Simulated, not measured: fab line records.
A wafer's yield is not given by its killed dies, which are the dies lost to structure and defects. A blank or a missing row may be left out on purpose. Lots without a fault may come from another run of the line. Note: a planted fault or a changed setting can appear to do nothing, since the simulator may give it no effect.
The tool behind it: which one?    flow gf180mcu    11 lots with 33 wafers sampled at 2 steps, on a route of 602 steps

== WHAT THE GAUGES READ, wafer by wafer ==
GF_STI_THK_MEAS_04.
lot   measured     on            STI_CVD_03_THK (nm)
L461  day 1 22:31  filmMetro-03  206.2 206.5 207.5
L464  day 2 13:43  filmMetro-01  207.8 208.9 208.1
L466  day 2 20:21  filmMetro-01  210.3 208.3 208.1
L467  day 3 06:00  filmMetro-04  210.3 209.0 210.3
L469  day 3 14:35  filmMetro-03  206.6 206.6 208.0
L470  day 3 20:03  filmMetro-03  206.8 206.3 207.1
L473  day 4 08:23  filmMetro-01  207.7 205.8 206.0
L475  day 4 16:35  filmMetro-03  204.7 204.4 204.9
L477  day 5 02:37  filmMetro-01  209.3 209.0 207.2
L478  day 5 07:34  filmMetro-03  207.4 208.9 206.8
L480  day 5 17:54  filmMetro-03  194.1 194.4 193.3

== WHICH TOOL RAN EACH LOT (tool, then ch and the chambers of the sampled wafers, then the start) ==
lot   GF_STI_CVD_03
L461  lpcvd-02 ch 0, day 1 20:30
L464  lpcvd-01 ch 1, day 2 11:44
L466  lpcvd-01 ch 0, day 2 18:22
L467  lpcvd-01 ch 0, day 3 04:01
L469  lpcvd-01 ch 1, day 3 12:36
L470  lpcvd-02 ch 0, day 3 18:04
L473  lpcvd-02 ch 1, day 4 06:23
L475  lpcvd-01 ch 1, day 4 14:34
L477  lpcvd-01 ch 0, day 5 00:36
L478  lpcvd-02 ch 0, day 5 05:34
L480  lpcvd-01 ch 1, day 5 15:55
- GF_STI_CVD_03: deposits Si3N4 from DCS/NH3, target thk 207.16 nm, time 3551 s.

== THE ANSWER, worked out from the rows above alone ==
Rule: what is usual is taken from the lots themselves. Put in order of their means at a reading, lots are off if they are a third of the lots or fewer, leave a main group of 4 or more, and stand apart from it by a gap of 3 or more times the standard deviation of the main group's means; of several such gaps the widest counts. The tables above print the reading to a certain number of digits; a main group whose means all agree to those digits is not used. A lot without any number at a reading at which 4 lots or more have one is off too. Where the step has rows for the other lots, those lots are counted as sound.
Off: L480, at GF_STI_THK_MEAS_04 (STI_CVD_03_THK). Mean 207.5 nm and standard deviation 1.4 in the main group.
If a tool, at a process step before that reading, ran all the lots that are off and no sound lot after the first of them, it fits. Those tools and the gauges at GF_STI_THK_MEAS_04 are tried in the same way. Undecided on this evidence; 2 tools fit (lpcvd-01 at GF_STI_CVD_03, filmMetro-03 at GF_STI_THK_MEAS_04).

== WHAT WAS PUT IN BY THE SIMULATOR ==
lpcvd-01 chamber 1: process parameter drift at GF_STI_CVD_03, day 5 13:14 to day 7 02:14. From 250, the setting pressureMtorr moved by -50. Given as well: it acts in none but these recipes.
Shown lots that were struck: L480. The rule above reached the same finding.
